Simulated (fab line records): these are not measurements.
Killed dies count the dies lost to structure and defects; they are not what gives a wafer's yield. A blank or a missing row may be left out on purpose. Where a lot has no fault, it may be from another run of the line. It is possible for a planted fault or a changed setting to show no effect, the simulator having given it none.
fab line records	flow sky130
[record] lots = 6	wafers = 18	lastDay = 50
route steps=708 shown POLY_GATE@236 LDD_N@237 PAD_OPEN@708
lots with no fault: from the same line, run without faults
startH: hours from the record's first day to the start of the lot's first wafer shown	waitH: hours elapsed since this lot's preceding step	" same as the row above	L1.1+2: one row covering several wafers at once	- no value, or no start was given	* or withheld: withheld	< > ~ a bound
route shown NAME@n: NAME is a module with steps in the file, n the number in the route of the first one	usual: mean/standard deviation taken from wafers without a fault	same: alike in all rows	chamber/n: place in a boat	sites: per-site readings	_std_site: the standard deviation of these	_edge_site: inner sites' mean taken away from outer sites' mean	radiusMm: how far each site lies from the wafer's centre	mask NAME#n: copy n	behind: tool/chamber where the wafer was last shaped	hold: what put the lot on hold/how long, in hours/how the hold closed	device: which transistor (n, p or np) failed to switch	end of line: tests of these same wafers at the route's end	a step with no rows: only its recipe	killed: at the first sort, the dies lost to defects and structure; wafer yield is something else	map: per-die view of a wafer (x killed, . not killed, _ where there is no die)
set.NAME: the setting that was run; set.NAME@STEP: the one run at that earlier step	model.NAME: the simulator's own value behind a step, which no gauge read
certain route steps with their lots: each step a table, each wafer a row
services: when a tool's chamber went out of use (startH, in hours from the record's first day, below 0 if earlier), for how many hours, and the reason
[[steps]]
[step SKY_POLY_GATE_CD_MEAS_22]
[usual] cdNm = 149.4/1.9
lot.wafer	tool	chamber	startH	waitH	cdNm
L506.1	cdSem-01	-	408.69	0.1	149.1
L506.3	"	-	"	"	145.3
L506.4	"	-	"	"	146.8
L508.3	cdSem-01	-	418.34	0.1	149.8
L508.4	"	-	"	"	143.3
L508.5	"	-	"	"	147.5
L507.3	cdSem-01	-	419.71	0.1	149.1
L507.5	"	-	"	"	146.9
L507.6	"	-	"	"	151.1
L509.2	cdSem-01	-	432.88	0.1	152.9
L509.3	"	-	"	"	148.8
L509.5	"	-	"	"	146.0
L520.2	cdSem-02	-	544.24	0.1	147.8
L520.4	"	-	"	"	152.2
L520.5	"	-	"	"	151.6
L524.1	cdSem-01	-	573.44	0.1	152.1
L524.2	"	-	"	"	150.7
L524.3	"	-	"	"	151.3
[step SKY_LDD_N_DEHYDRATE_00]
[recipe] tempC = 200	timeS = 60
[step SKY_LDD_N_HMDS_01]
[recipe] primeTimeS = 60	primeTempC = 120
[step SKY_LDD_N_COAT_02]
[recipe] resist = NOVOLAK	spinRpm = 3000	resistThkNm = 300
[step SKY_LDD_N_SOFTBAKE_03]
[recipe] tempC = 90	timeS = 60	resist = NOVOLAK
[step SKY_LDD_N_EXPOSE_04]
[recipe] maskId = NTM	targetCdNm = 840	na = 0.6	sourceShape = conventional	sigmaOuter = 0.6	doseMj = 110
[step SKY_LDD_N_PEB_05]
[recipe] tempC = withheld	timeS = *	resist = NOVOLAK
[step SKY_LDD_N_DEVELOP_06]
[recipe] developTimeS = 60	devTempC = 23
[step SKY_LDD_N_OVL_MEAS_07]
[usual] LDD_N_OVL = 0.6/1.3
lot.wafer	tool	chamber	startH	waitH	LDD_N_OVL[nm]
L506.1	overlay-01	-	439.70	0.1	1.5
L506.3	"	-	"	"	2.1
L506.4	"	-	"	"	2.7
L508.3	overlay-01	-	448.76	0.1	1.2
L508.4	"	-	"	"	1.0
L508.5	"	-	"	"	2.4
L507.3	overlay-02	-	451.20	0.1	1.6
L507.5	"	-	"	"	1.5
L507.6	"	-	"	"	1.1
L509.2	overlay-01	-	463.64	0.1	0.1
L509.3	"	-	"	"	0.1
L509.5	"	-	"	"	2.2
L520.2	overlay-02	-	573.69	0.1	1.0
L520.4	"	-	"	"	0.3
L520.5	"	-	"	"	-1.9
L524.1	overlay-01	-	602.78	0.1	0.2
L524.2	"	-	"	"	-2.3
L524.3	"	-	"	"	-0.2
[step SKY_LDD_N_IMPLANT_08]
[recipe] species = As	energyKev = 20	doseCm2 = 7.5e+13	tiltDeg = withheld	rotationDeg = 23
[step SKY_LDD_N_IMPLANT_09]
[recipe] species = As	energyKev = 20	doseCm2 = 7.5e+13	tiltDeg = withheld	rotationDeg = 113
[step SKY_LDD_N_IMPLANT_10]
[recipe] species = As	energyKev = 20	doseCm2 = 7.5e+13	tiltDeg = withheld	rotationDeg = 203
[step SKY_LDD_N_IMPLANT_11]
[recipe] species = As	energyKev = 20	doseCm2 = 7.5e+13	tiltDeg = withheld	rotationDeg = 293
[usual] beamOnS = 9.96/0.2	doseIonsCm2 = 7.5e+13/8.9e+10	faradayCurrentUA = 424/8.4
lot.wafer	tool	chamber	startH	waitH	beamOnS	doseIonsCm2	faradayCurrentUA
L506.1	implanter-04	0	440.19	0.1	10.15	7.504e+13	415
L506.3	"	0	"	"	9.92	7.517e+13	425
L506.4	"	0	"	"	10.01	7.5e+13	424
L508.3	implanter-04	0	449.29	0.1	10.43	1.0621e+14	571
L508.4	"	0	"	"	10.88	1.0629e+14	550
L508.5	"	0	"	"	11.12	1.0617e+14	540
L507.3	implanter-04	0	451.72	0.1	10.37	1.0622e+14	576
L507.5	"	0	"	"	10.72	1.0621e+14	555
L507.6	"	0	"	"	10.81	1.0629e+14	556
L509.2	implanter-02	0	464.14	0.1	10.20	7.49e+13	416
L509.3	"	0	"	"	10.02	7.496e+13	423
L509.5	"	0	"	"	10.02	7.489e+13	423
L520.2	implanter-02	0	574.20	0.1	9.65	7.504e+13	437
L520.4	"	0	"	"	10.13	7.506e+13	419
L520.5	"	0	"	"	9.90	7.509e+13	426
L524.1	implanter-04	0	603.27	0.1	9.92	7.509e+13	425
L524.2	"	0	"	"	10.20	7.505e+13	416
L524.3	"	0	"	"	9.85	7.499e+13	429
[step SKY_LDD_N_IMPLANT_12]
[recipe] species = BF2	energyKev = 50	doseCm2 = 5e+12	tiltDeg = 30	rotationDeg = 0
[step SKY_LDD_N_IMPLANT_13]
[recipe] species = BF2	energyKev = 50	doseCm2 = 5e+12	tiltDeg = 30	rotationDeg = 90
[step SKY_LDD_N_IMPLANT_14]
[recipe] species = BF2	energyKev = 50	doseCm2 = 5e+12	tiltDeg = 30	rotationDeg = 180
[step SKY_LDD_N_IMPLANT_15]
[recipe] species = BF2	energyKev = 50	doseCm2 = 5e+12	tiltDeg = 30	rotationDeg = 270
[step SKY_LDD_N_STRIP_16]
[recipe] chemistry = O2/N2	powerW = 1400	pressureMtorr = 1500	platenTempC = withheld	o2FlowSccm = 3000	n2FlowSccm = 300	overashFraction = 0.5
[usual] drypumpMotorCurrentA = 6.1/0.54	oesProductAu = 0.407/0.0043	stripTimeToEndpointS = 4.315/0.015
lot.wafer	tool	chamber	startH	waitH	drypumpMotorCurrentA	oesProductAu	rfHoursCounterH	stripTimeToEndpointS
L506.1	plasmaAsher-04	1	440.94	0.1	6.7	0.409	70	4.330
L506.3	"	0	"	"	5.2	0.403	-	4.331
L506.4	"	1	"	"	6.8	0.406	-	4.327
L508.3	plasmaAsher-03	0	450.02	0.1	5.7	0.402	-	4.399
L508.4	"	1	"	"	6.3	0.402	-	4.397
L508.5	"	0	"	"	5.6	0.404	-	4.410
L507.3	plasmaAsher-04	1	452.45	0.1	6.8	0.405	-	4.420
L507.5	"	1	"	"	6.8	0.400	-	4.429
L507.6	"	0	"	"	5.2	0.414	-	4.431
L509.2	plasmaAsher-01	0	464.87	0.1	6.2	0.410	38	4.300
L509.3	"	0	"	"	6.3	0.412	-	4.282
L509.5	"	0	"	"	6.2	0.406	-	4.293
L520.2	plasmaAsher-03	0	574.92	0.1	5.7	0.407	15	4.307
L520.4	"	1	"	"	6.3	0.409	-	4.297
L520.5	"	1	"	"	6.3	0.402	-	4.298
L524.1	plasmaAsher-03	1	604.02	0.1	6.4	0.403	18	4.307
L524.2	"	0	"	"	5.6	0.409	18	4.315
L524.3	"	0	"	"	5.6	0.403	-	4.319
[step SKY_LDD_N_TW_MEAS_17]
[usual] LDD_N_TW = 2592/38
lot.wafer	tool	chamber	startH	waitH	LDD_N_TW
L506.1	filmMetro-02	-	441.04	0.1	2573
L506.3	"	-	"	"	2576
L506.4	"	-	"	"	2570
L508.3	filmMetro-02	-	450.11	0.1	2612
L508.4	"	-	"	"	2635
L508.5	"	-	"	"	2599
L507.3	filmMetro-03	-	452.54	0.1	2618
L507.5	"	-	"	"	2617
L507.6	"	-	"	"	2620
L509.2	filmMetro-04	-	464.98	0.1	2644
L509.3	"	-	"	"	2648
L509.5	"	-	"	"	2647
L520.2	filmMetro-02	-	575.03	0.1	2600
L520.4	"	-	"	"	2594
L520.5	"	-	"	"	2595
L524.1	filmMetro-03	-	604.12	0.1	2546
L524.2	"	-	"	"	2549
L524.3	"	-	"	"	2547
[step SKY_PAD_OPEN_PROBE_99]
[usual] killed_at_M0_to_M3 = 43/7.3	killed_at_M4_up = 3.4/1.7	killedAtContacts = 24/4.5	killedAtFrontEnd = 16/4.4	killedAtOther = 0.2/0.51	killedDies = 86/9.7	killedOpen = 46/6.6	killedShort = 39/7.1
[same] grossDies = 492	killedAtBackSide = 0
lot.wafer	tool	chamber	startH	waitH	killed_at_M0_to_M3	killed_at_M4_up	killedAtContacts	killedAtFrontEnd	killedAtOther	killedDies	killedOpen	killedShort	model.etest.tipN.rsOhmSq
L506.1	prober-01	-	1101.54	0.1	42	2	36	12	1	93	51	41	443.7
L506.3	prober-01	-	1101.64	0.2	49	3	18	17	0	87	52	35	450.9
L506.4	prober-01	-	1101.69	0.2	39	6	27	17	1	90	43	47	445.7
L508.3	prober-01	-	1106.83	0.2	32	3	25	8	0	68	33	35	418.5
L508.4	prober-01	-	1106.88	0.2	51	3	26	10	1	91	51	40	417.2
L508.5	prober-01	-	1106.93	0.2	37	3	30	14	0	84	44	40	417.3
L507.3	prober-01	-	1109.66	0.2	33	4	25	13	0	75	35	40	421.4
L507.5	prober-01	-	1109.76	0.2	54	4	20	19	0	97	44	53	417.2
L507.6	prober-01	-	1109.81	0.2	37	2	23	13	0	75	41	34	422.8
L509.2	prober-01	-	1167.10	0.1	40	5	22	20	0	87	43	44	443.1
L509.3	prober-01	-	1167.15	0.2	46	5	19	16	0	86	34	51	444.8
L509.5	prober-01	-	1167.25	0.2	58	3	23	19	0	103	50	53	443.2
L520.2	prober-01	-	1186.44	0.1	44	4	20	13	1	82	45	37	438.1
L520.4	prober-01	-	1186.54	0.2	39	5	19	15	0	78	40	38	438.9
L520.5	prober-01	-	1186.59	0.2	36	6	21	14	0	77	37	40	439.6
L524.1	prober-01	-	1203.05	0.1	36	5	22	20	0	83	40	41	434.8
L524.2	prober-01	-	1203.10	0.1	41	8	25	12	0	86	48	38	435.6
L524.3	prober-01	-	1203.15	0.2	42	3	29	17	0	91	48	42	436.2
// killed by level:class
L506.1 CONTACT:geometricParticle:open=20 VIA1:geometricParticle:open=9 METAL1:geometricParticle:short=9 POLY_GATE:geometricParticle:open=7 LOCAL_INTERCONNECT:geometricParticle:short=6 CONTACT:geometricParticle:short=5 LI_CONTACT:geometricParticle:open=4 VIA1:geometricParticle:short=4
L506.3 CONTACT:geometricParticle:open=11 VIA1:geometricParticle:open=11 FIELD_ISO:geometricParticle:open=8 VIA1:geometricParticle:short=7 FIELD_ISO:geometricParticle:short=5 VIA2:geometricParticle:open=5 VIA3:geometricParticle:open=5 METAL1:geometricParticle:short=4
L506.4 CONTACT:geometricParticle:open=11 VIA2:geometricParticle:open=7 VIA1:geometricParticle:open=6 CONTACT:geometricParticle:short=6 METAL1:geometricParticle:short=6 METAL4:geometricParticle:short=6 VIA1:geometricParticle:short=5 FIELD_ISO:geometricParticle:short=4
L508.3 VIA1:geometricParticle:open=8 CONTACT:geometricParticle:short=7 VIA2:geometricParticle:open=7 LI_CONTACT:geometricParticle:open=6 LOCAL_INTERCONNECT:geometricParticle:short=4 VIA3:geometricParticle:open=4 POLY_GATE:geometricParticle:short=3 METAL4:geometricParticle:short=3
L508.4 VIA1:geometricParticle:open=13 CONTACT:geometricParticle:open=12 VIA2:geometricParticle:open=9 LOCAL_INTERCONNECT:geometricParticle:short=7 VIA1:geometricParticle:short=6 METAL1:geometricParticle:short=5 LI_CONTACT:geometricParticle:open=5 VIA2:geometricParticle:short=5
L508.5 VIA1:geometricParticle:open=12 CONTACT:geometricParticle:open=10 CONTACT:geometricParticle:short=8 VIA2:geometricParticle:open=7 LI_CONTACT:geometricParticle:open=6 METAL2:geometricParticle:short=6 LOCAL_INTERCONNECT:geometricParticle:short=5 FIELD_ISO:geometricParticle:open=4
L507.3 LOCAL_INTERCONNECT:geometricParticle:short=7 CONTACT:geometricParticle:short=6 VIA2:geometricParticle:open=6 METAL1:geometricParticle:short=6 FIELD_ISO:geometricParticle:open=4 POLY_GATE:geometricParticle:short=4 METAL2:geometricParticle:short=4 CONTACT:geometricParticle:open=4
L507.5 VIA3:geometricParticle:open=10 METAL2:geometricParticle:short=10 VIA1:geometricParticle:open=8 FIELD_ISO:geometricParticle:short=7 CONTACT:geometricParticle:open=7 VIA2:geometricParticle:short=6 VIA2:geometricParticle:open=6 LI_CONTACT:geometricParticle:open=6
L507.6 VIA2:geometricParticle:open=13 CONTACT:geometricParticle:open=11 METAL2:geometricParticle:short=6 FIELD_ISO:geometricParticle:short=5 CONTACT:geometricParticle:short=5 VIA1:geometricParticle:short=5 LOCAL_INTERCONNECT:geometricParticle:short=4 POLY_GATE:geometricParticle:open=3
L509.2 VIA1:geometricParticle:open=9 CONTACT:geometricParticle:open=8 LI_CONTACT:geometricParticle:short=6 VIA3:geometricParticle:open=6 POLY_GATE:geometricParticle:short=5 VIA2:geometricParticle:short=5 LI_CONTACT:geometricParticle:open=5 VIA3:geometricParticle:short=5
L509.3 METAL1:geometricParticle:short=10 CONTACT:geometricParticle:open=6 VIA2:geometricParticle:short=6 FIELD_ISO:geometricParticle:short=5 POLY_GATE:geometricParticle:short=5 LOCAL_INTERCONNECT:geometricParticle:short=5 VIA1:geometricParticle:open=5 VIA3:geometricParticle:open=5
L509.5 VIA1:geometricParticle:open=14 VIA1:geometricParticle:short=9 METAL1:geometricParticle:short=8 METAL2:geometricParticle:short=8 POLY_GATE:geometricParticle:open=6 VIA2:geometricParticle:open=6 CONTACT:geometricParticle:open=5 VIA2:geometricParticle:short=5
L520.2 VIA1:geometricParticle:open=12 VIA3:geometricParticle:open=10 CONTACT:geometricParticle:short=6 VIA2:geometricParticle:open=5 LI_CONTACT:geometricParticle:open=5 LOCAL_INTERCONNECT:geometricParticle:short=4 FIELD_ISO:geometricParticle:short=4 FIELD_ISO:geometricParticle:open=3
L520.4 CONTACT:geometricParticle:open=9 VIA2:geometricParticle:open=9 FIELD_ISO:geometricParticle:short=7 METAL2:geometricParticle:short=6 VIA1:geometricParticle:open=6 VIA3:geometricParticle:open=5 METAL1:geometricParticle:short=5 METAL4:geometricParticle:short=4
L520.5 VIA1:geometricParticle:open=13 LOCAL_INTERCONNECT:geometricParticle:short=7 VIA3:geometricParticle:open=6 METAL4:geometricParticle:short=6 CONTACT:geometricParticle:open=5 CONTACT:geometricParticle:short=4 METAL1:geometricParticle:short=4 VIA1:geometricParticle:short=4
L524.1 VIA1:geometricParticle:open=11 CONTACT:geometricParticle:short=6 VIA1:geometricParticle:short=6 VIA2:geometricParticle:open=6 CONTACT:geometricParticle:open=5 FIELD_ISO:geometricParticle:open=4 POLY_GATE:geometricParticle:short=4 POLY_GATE:geometricParticle:open=4
L524.2 VIA1:geometricParticle:open=11 CONTACT:geometricParticle:open=9 METAL2:geometricParticle:short=9 VIA2:geometricParticle:open=6 LI_CONTACT:geometricParticle:open=6 CONTACT:geometricParticle:short=5 VIA1:geometricParticle:short=4 METAL4:geometricParticle:short=4
L524.3 VIA1:geometricParticle:open=9 CONTACT:geometricParticle:short=9 CONTACT:geometricParticle:open=9 VIA2:geometricParticle:open=8 LI_CONTACT:geometricParticle:open=7 FIELD_ISO:geometricParticle:short=6 METAL1:geometricParticle:short=6 METAL2:geometricParticle:short=6
[[services]]
tool	chamber	startH	hours	kind
plasmaAsher-03	-	421.25	9.0	pm
plasmaAsher-03	0	421.25	9.0	ventCycle
plasmaAsher-03	1	421.25	9.0	ventCycle
plasmaAsher-03	0	430.25	-	clean
plasmaAsher-03	1	430.25	-	clean
implanter-04	-	468.76	1.0	repair
plasmaAsher-03	-	487.14	0.8	repair
implanter-02	-	490.60	3.0	repair
plasmaAsher-01	-	497.35	7.7	repair
plasmaAsher-04	-	517.48	14.6	pm
implanter-02	-	528.85	5.5	pm
implanter-02	-	549.29	6.5	repair
implanter-04	-	551.00	4.1	pm
[[key]]
[firstSign] step = SKY_LDD_N_IMPLANT_11	reading = doseIonsCm2	direction = up	sigmas = 99+	usual = *	struck = *
[effect] step = SKY_LDD_N_IMPLANT_11	reading = faradayCurrentUA	direction = up	sigmas = 16	usual = 424	struck = 558
[effect] step = SKY_LDD_N_STRIP_16	reading = stripTimeToEndpointS	direction = up	sigmas = 6.6	usual = *	struck = *
[modelEffect] step = SKY_PAD_OPEN_PROBE_99	value = etest.tipN.rsOhmSq	without = 444.4	struck = 419.1
metAt SKY_LDD_N_IMPLANT_11
struckWafers L507.3,L507.5,L507.6,L508.3,L508.4,L508.5
testerLeftOut L507,L508
onsetBetween 440.19 449.29
[fault] kind = processParameterDrift	tool = implanter-04	chamber = -	onsetH = 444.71	steps = SKY_LDD_N_IMPLANT_11	channel = doseCm2	offset = *	shape = step	endH = 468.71	actsIn = *	stated = *
// testerLeftOut: of these lots the tester's yield and bins aren't shown, on N5 and GAA mostly nor the transistor test; their killed dies are dies lost to structure and defects alone, not to doping, threshold or leakage, so they don't give the yield
